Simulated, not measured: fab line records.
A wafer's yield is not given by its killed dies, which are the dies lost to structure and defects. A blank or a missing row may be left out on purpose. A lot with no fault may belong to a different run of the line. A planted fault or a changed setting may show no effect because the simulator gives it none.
A single fault, viewed from 2 desks / flow sky130 / each desk has only its own numbers; what lay behind them comes last

THE METROLOGY DESK
What the gauges read for every lot (on any tool): the sampled wafers with a number, averaged. Marked OUT: a lot whose mean sits more than 4 standard deviations from the usual mean, which makes it out of limits; the brackets give that distance.
Columns: A = VIA3_W_RS at SKY_VIA3_RS_MEAS_22, usual 0.293 ohm/sq; B = VIA3_W_THK at SKY_VIA3_THK_MEAS_23, usual 398 nm
lot=L374; first seen here=day 39 11:59; A=0.294; B=396
lot=L383; first seen here=day 42 13:28; A=0.292; B=400
lot=L384; first seen here=day 43 02:33; A=0.290; B=405
lot=L388; first seen here=day 43 14:05; A=0.295; B=391
lot=L390; first seen here=day 44 11:11; A=0.296; B=394
lot=L391; first seen here=day 44 15:31; A=0.292; B=400
This desk's finding: nothing out of limits on any of the 6 lots.

FOR THE TOOL OWNER'S DESK: pvd_sputter-04
The tool's own readings at SKY_METAL4_SPUTTER_03 (material Ti, target thk 5 nm, time 3.3 s): means of the sampled wafers that have a number, for each lot that ran on this tool. Marked OUT: a lot whose mean sits more than 4 standard deviations from the usual mean, which makes it out of limits; the brackets give that distance.
Columns: A = cathode_dc_power_W at SKY_METAL4_SPUTTER_03, usual 3000.0 W; B = chamber_pressure_pa at SKY_METAL4_SPUTTER_03, usual 0.3999 Pa; C = throttle_valve_pct at SKY_METAL4_SPUTTER_03, usual 29.8 %
lot=L390; first seen here=day 44 11:45; A=2999.7; B=0.3991; C=29.1
This desk's finding: nothing out of limits on the one lot.

TAKEN TOGETHER
Nothing out of limits was seen by the metrology desk.
The desk of the tool owner found nothing out of limits.

WHAT HAD BEEN PUT IN BY THE SIMULATOR
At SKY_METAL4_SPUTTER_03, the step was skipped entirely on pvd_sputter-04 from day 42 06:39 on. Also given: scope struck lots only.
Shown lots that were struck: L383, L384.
